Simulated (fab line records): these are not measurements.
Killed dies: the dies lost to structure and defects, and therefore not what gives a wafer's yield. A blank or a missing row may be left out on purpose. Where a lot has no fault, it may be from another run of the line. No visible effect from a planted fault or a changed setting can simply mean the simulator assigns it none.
8D (eight disciplines) problem report, filled in by code	flow sky130	the parts of the form that need people (team, actions taken, sign-off) are left out

1. WHAT IS WRONG
temp_c at SKY_FIELD_ISO_WET_ETCH_30 reads a mean of 42.20 C on 6 wafers of 2 lots; wafers without a fault read 24.98 C with a standard deviation of 0.1. So: +99 or more standard deviations from the usual mean.
The step: etches SiO2 in dHF, target depth 25 nm, time 50 s.
Seen first at day 3 15:50 on wet_bench-02, wafer L778.2. At this step, 18 wafers from 6 lots have a number in the record. By rule, "out" or "out of limits" means more than 4 standard deviations away from the usual mean. The rest of the wafers with a number are treated as sound.

2. WHAT THIS IS AND IS NOT
question	is	is not
which readings at this step	temp_c, bath_heat_duty_pct	-
which lots	L778, L779	L776, L788, L793, L795
which wafers of those lots	all that have a number	-
read on which tools	wet_bench-02	wet_bench-01, wet_bench-04
when	from day 3 15:50	up to then (3 sound wafers); but 9 sound wafers of L788, L793, L795 came after

3. SUSPECTS, AND WHAT RULES EACH OUT
Counting: a tool stays on the suspect list if, at a process step up to the reading, it processed all lots that are out and no sound lot following the first of them.
- wet_bench-02 at SKY_FIELD_ISO_WET_ETCH_30 (etches SiO2 in dHF, target depth 25 nm, time 50 s): ruled out as a lasting fault. Sound lots L795 ran on it after its first lot that is out, L778 (day 3 15:50).
Left after counting: nothing in the record.

4. THE CAUSE (what the simulator had put in)
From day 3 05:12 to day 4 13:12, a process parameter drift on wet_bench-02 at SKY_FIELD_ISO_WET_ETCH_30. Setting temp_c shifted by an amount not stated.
Counting ruled it out, wrongly.

5. SEQUENCE OF EFFECTS, ordered by route
Each row: a reading where the mean over the struck wafers with a number is more than 3 standard deviations away from the usual. Scope: only readings with a usual standard deviation given in the record; hours: median across lots of the time from each lot's start at the first step in this table that gives one to its start at this step; sigmas: change in usual standard deviations.
hours	step	reading	usual	on struck wafers	change	sigmas
0	SKY_FIELD_ISO_WET_ETCH_30	bath_heat_duty_pct	5.8 %	28.2	+22.4	+32
0	SKY_FIELD_ISO_WET_ETCH_30	temp_c	24.98 C	42.20	+17.22	+99 or more
Its process steps:
- SKY_FIELD_ISO_WET_ETCH_30: etches SiO2 in dHF, target depth 25 nm, time 50 s.
Later measuring or inspecting steps at which every struck wafer that the step has a row for has a number for every such reading, and none has moved that far: SKY_NWELL_THK_MEAS_02, SKY_DNWELL_TW_MEAS_09, SKY_PWDE_OVL_MEAS_07, SKY_PWDE_TW_MEAS_10.

6. HOW IT WOULD HAVE BEEN CAUGHT EARLIER
In this record the first reading out of limits was taken at day 3 15:50, 11 hours after the fault began at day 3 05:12.
